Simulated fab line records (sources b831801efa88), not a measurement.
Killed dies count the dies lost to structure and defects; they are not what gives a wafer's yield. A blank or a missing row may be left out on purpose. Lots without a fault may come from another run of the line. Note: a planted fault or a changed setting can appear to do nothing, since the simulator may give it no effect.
Chamber matching || flow gf180mcu || 4 sister chambers for GF_V2_ETCH_16 on rieDiel-03
The step etches BARC in N2/H2. 8 wafers are shown with their chamber, then 8 later ones without.

== WAFERS PAIRED WITH THEIR CHAMBERS ==
{"wafer": "L079.3", "chamber": 3, "drypumpMotorCurrentA (A)": 4.9, "throttleValvePct (%)": 13.225}
{"wafer": "L079.4", "chamber": 1, "drypumpMotorCurrentA (A)": 6.5, "throttleValvePct (%)": 13.234}
{"wafer": "L082.1", "chamber": 0, "drypumpMotorCurrentA (A)": 6.0, "throttleValvePct (%)": 13.219}
{"wafer": "L082.3", "chamber": 3, "drypumpMotorCurrentA (A)": 4.9, "throttleValvePct (%)": 13.230}
{"wafer": "L085.2", "chamber": 1, "drypumpMotorCurrentA (A)": 6.6, "throttleValvePct (%)": 13.236}
{"wafer": "L085.3", "chamber": 2, "drypumpMotorCurrentA (A)": 5.9, "throttleValvePct (%)": 13.232}
{"wafer": "L085.4", "chamber": 0, "drypumpMotorCurrentA (A)": 6.0, "throttleValvePct (%)": 13.233}
{"wafer": "L088.2", "chamber": 2, "drypumpMotorCurrentA (A)": 5.9, "throttleValvePct (%)": 13.233}

== WAFERS WITHOUT THEIR CHAMBER ==
{"wafer": "L088.3", "drypumpMotorCurrentA (A)": 6.0, "throttleValvePct (%)": 13.228}
{"wafer": "L088.5", "drypumpMotorCurrentA (A)": 6.6, "throttleValvePct (%)": 13.231}
{"wafer": "L092.3", "drypumpMotorCurrentA (A)": 6.6, "throttleValvePct (%)": 13.229}
{"wafer": "L092.4", "drypumpMotorCurrentA (A)": 5.9, "throttleValvePct (%)": 13.227}
{"wafer": "L092.6", "drypumpMotorCurrentA (A)": 6.0, "throttleValvePct (%)": 13.231}
{"wafer": "L095.1", "drypumpMotorCurrentA (A)": 6.6, "throttleValvePct (%)": 13.226}
{"wafer": "L095.3", "drypumpMotorCurrentA (A)": 6.0, "throttleValvePct (%)": 13.228}
{"wafer": "L095.6", "drypumpMotorCurrentA (A)": 4.9, "throttleValvePct (%)": 13.205}

== WHICH CHAMBER EACH ONE RAN IN ==
{"wafer": "L088.3", "from the rows above": 0, "in truth": 0}
{"wafer": "L088.5", "from the rows above": 1, "in truth": 1}
{"wafer": "L092.3", "from the rows above": 1, "in truth": 1}
{"wafer": "L092.4", "from the rows above": "can't be placed: 2 or 0", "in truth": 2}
{"wafer": "L092.6", "from the rows above": "can't be placed: 0 or 2", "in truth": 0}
{"wafer": "L095.1", "from the rows above": 1, "in truth": 1}
{"wafer": "L095.3", "from the rows above": 0, "in truth": 0}
{"wafer": "L095.6", "from the rows above": 3, "in truth": 3}
Correct placement for 6 of the 8. Not placeable from these rows: 2 (in 2, the candidates include the true chamber). 0 placed wrongly.
How it was worked out, from the rows above alone: a wafer's distance from a chamber is the root of the sum, over the readings, of the square of ((its reading less the chamber's mean) divided by the reading's scatter). If the next closest chamber is less than 2 further off than the closest, the wafer can't be placed; otherwise it belongs to the closest. Each chamber's mean is taken over the wafers shown for it. How the scatter is found: for the shown wafers, subtract from each reading the mean of its chamber, square and add these, divide the total by (wafers less chambers), then take the root.
